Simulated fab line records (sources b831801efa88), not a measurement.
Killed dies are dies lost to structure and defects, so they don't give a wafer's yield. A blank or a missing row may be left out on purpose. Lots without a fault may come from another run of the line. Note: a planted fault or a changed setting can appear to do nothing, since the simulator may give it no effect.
Which of the tools did it?    flow gf180mcu    72 wafers from 24 lots sampled at 2 of the route's 602 steps

== WHAT EACH GAUGE READ, for each wafer ==
GF_M3_RS_MEAS_05: measures by four-point-probe.
lot   measured      on            M3_ALCU_RS (ohm/sq)
L074  day 19 22:33  filmMetro-02  0.0687 0.0687 0.0694
L075  day 20 13:52  filmMetro-01  0.0680 0.0675 0.0673
L076  day 20 17:04  filmMetro-04  0.0694 0.0706 0.0701
L077  day 21 03:58  filmMetro-01  0.0711 0.0700 0.0723
L078  day 21 16:33  filmMetro-02  0.0692 0.0688 0.0690
L079  day 22 02:55  filmMetro-01  0.0700 0.0692 0.0698
L080  day 22 08:11  filmMetro-02  0.0688 0.0684 0.0693
L081  day 23 00:55  filmMetro-02  0.0693 0.0696 0.0693
L082  day 23 02:22  filmMetro-04  0.0690 0.0694 0.0691
L083  day 23 14:57  filmMetro-04  0.0710 0.0720 0.0708
L084  day 23 21:48  filmMetro-02  0.0682 0.0688 0.0685
L085  day 24 12:10  filmMetro-02  0.0698 0.0687 0.0685
L086  day 24 13:16  filmMetro-02  0.0686 0.0681 0.0690
L087  day 25 03:32  filmMetro-01  0.0708 0.0708 0.0696
L088  day 25 10:54  filmMetro-01  0.0701 0.0696 0.0696
L089  day 25 21:21  filmMetro-02  0.0686 0.0700 0.0684
L090  day 26 11:25  filmMetro-02  0.0696 0.0709 0.0698
L091  day 26 22:20  filmMetro-02  0.0691 0.0700 0.0697
L092  day 27 03:18  filmMetro-02  0.0693 0.0681 0.0686
L093  day 27 06:16  filmMetro-04  0.0695 0.0687 0.0690
L094  day 27 10:07  filmMetro-04  0.0700 0.0686 0.0697
L095  day 27 13:18  filmMetro-04  0.0700 0.0691 0.0693
L096  day 27 20:57  filmMetro-02  0.0689 0.0698 0.0696
L097  day 28 05:16  filmMetro-04  0.0700 0.0694 0.0700

GF_V3_THK_MEAS_03.
lot   measured      on            V3_CVD_02_THK (nm)
L074  day 21 00:10  filmMetro-03  853 867 860
L075  day 21 15:23  filmMetro-04  842 867 861
L076  day 21 18:09  filmMetro-02  851 843 876
L077  day 22 04:47  filmMetro-04  823 852 843
L078  day 22 17:01  filmMetro-03  833 839 851
L079  day 23 02:50  filmMetro-04  841 847 841
L080  day 23 08:07  filmMetro-03  836 848 871
L081  day 23 23:53  filmMetro-02  850 866 868
L082  day 24 00:08  filmMetro-02  858 838 860
L083  day 24 14:07  filmMetro-02  852 833 858
L084  day 24 21:19  filmMetro-04  837 839 872
L085  day 25 10:30  filmMetro-03  841 847 853
L086  day 25 11:31  filmMetro-02  853 867 875
L087  day 26 01:40  filmMetro-04  855 851 874
L088  day 26 09:13  filmMetro-03  832 852 858
L089  day 26 19:07  filmMetro-03  852 854 856
L090  day 27 09:10  filmMetro-03  840 823 836
L091  day 27 18:46  filmMetro-03  837 861 870
L092  day 28 00:50  filmMetro-04  857 864 864
L093  day 28 02:13  filmMetro-02  831 868 868
L094  day 28 06:50  filmMetro-04  853 849 849
L095  day 28 09:25  filmMetro-03  846 825 841
L096  day 28 17:11  filmMetro-04  858 840 857
L097  day 29 01:31  filmMetro-03  846 844 847

== EACH LOT AND THE TOOL THAT RAN IT (in order: tool; ch and the chambers of the sampled wafers; start) ==
The record holds no process step before these readings.

== WHAT THE TOOLS THEMSELVES READ (means of the sampled wafers that have a number; where no wafer has one, the mark that the record gives instead) ==
The record holds no such reading with a usual standard deviation.

== THE ANSWER, worked out from the rows above alone ==
Rule: what is usual is taken from the lots themselves. The widest of any qualifying gaps counts: lots, ordered by their means at a reading, are off when they make up no more than a third of the lots, leave a main group of 4 or more, and stand apart from it by 3 or more times the standard deviation of that group's means. If all means in a main group match to the digits the tables above print for the reading, that group is not used. A lot without any number at a reading at which 4 lots or more have one is off too. Any other lot the step has rows for is counted as sound. Order of review: gauges by route order, followed by the tools' own readings, for which a lot's mean as printed above is used. At the first step where some lot is off, the reading lying furthest off is the one used; lots without a number count as furthest.
Across all readings shown, no lot is off: no conclusion can be drawn from this.

== WHAT THE SIMULATOR HAD PUT IN ==
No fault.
